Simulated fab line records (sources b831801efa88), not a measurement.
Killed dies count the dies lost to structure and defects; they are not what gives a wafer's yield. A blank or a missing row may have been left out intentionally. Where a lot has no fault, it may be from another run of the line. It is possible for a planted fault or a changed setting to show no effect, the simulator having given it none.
Problem report, 8D (eight disciplines) form, completed by code -- flow sky130 -- the parts of the form that need people (team, actions taken, sign-off) are left out

== 1. PROBLEM STATEMENT ==
plate temp C at SKY_VT_ADJUST_LVTN_SOFTBAKE_03 reads a mean of 101.34 C on 6 wafers of 2 lots; wafers without a fault read 109.98 C with a standard deviation of 0.13. That is -66 standard deviations from the usual mean.
Earliest sighting: wafer L351.1 on litho track-04 at day 11 20:47. Wafers with a number at this step in the record: 36, from 12 lots. The rule behind "out" and "out of limits": a value lying over 4 standard deviations away from the usual mean. The other wafers with a number count as sound.

== 2. WHAT IT IS AND WHAT IT IS NOT ==
question,is,is not
which readings at this step,"plate temp C, heater power total W",chill plate temp C
which lots,"L351, L353","L333, L334, L335, L337, L338, L339, L342, L343, L354, L355"
which wafers of those lots,all that have a number,-
read on which tools,litho track-04,"litho track-01, litho track-03"
when,from day 11 20:47,"up to then (24 sound wafers); but 6 sound wafers of L354, L355 came after"

== 3. SUSPECTS, AND WHAT RULES EACH OUT ==
Counting: any tool at a process step up to the reading is kept as a suspect provided that every lot that is out went through it and no sound lot did after the first of them.
- litho track-04 at SKY_VT_ADJUST_LVTN_SOFTBAKE_03: kept. It ran every lot that is out, first L351 (day 11 20:47), and no sound lot after that; its last sound lot up to then is L343 (day 9 16:32). Out on those wafers are its own readings of heater power total W, plate temp C.
Remaining after the count: litho track-04 at SKY_VT_ADJUST_LVTN_SOFTBAKE_03.

== 4. THE CAUSE (what the simulator had put in) ==
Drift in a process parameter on litho track-04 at SKY_VT_ADJUST_LVTN_SOFTBAKE_03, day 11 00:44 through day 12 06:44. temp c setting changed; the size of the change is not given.
After counting, this tool was the only one left.

== 5. THE EFFECT CHAIN, in route order ==
One row per reading whose mean, taken over the struck wafers that have a number, lies over 3 standard deviations from the usual. Readings are gone through only where the record gives a usual standard deviation; hours: the median, over the lots, of the time from a lot's start at the first step in this table giving one to that lot's start at this step; sigmas: the change measured in usual standard deviations.
hours,step,reading,usual,on struck wafers,change,sigmas
0,SKY_VT_ADJUST_LVTN_SOFTBAKE_03,heater power total W,65.34 W,58.57,-6.77,-52
0,SKY_VT_ADJUST_LVTN_SOFTBAKE_03,plate temp C,109.98 C,101.34,-8.64,-66
13,SKY_VT_ADJUST_LVTN_STRIP_09,strip time to endpoint s,36.91 s,37.72,+0.81,+8.2
Process steps it contains:
- SKY_VT_ADJUST_LVTN_SOFTBAKE_03
- SKY_VT_ADJUST_LVTN_STRIP_09: strips in O2/N2.
Later steps that measure or inspect, where all struck wafers having a row at the step show a number for every such reading and not one has moved that far: SKY_VT_ADJUST_NCORE_OVL_MEAS_08.

== 6. WHAT WOULD HAVE CAUGHT IT SOONER ==
In this record no reading fell out of limits until day 11 20:47, 20 hours after the fault had begun at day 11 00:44.
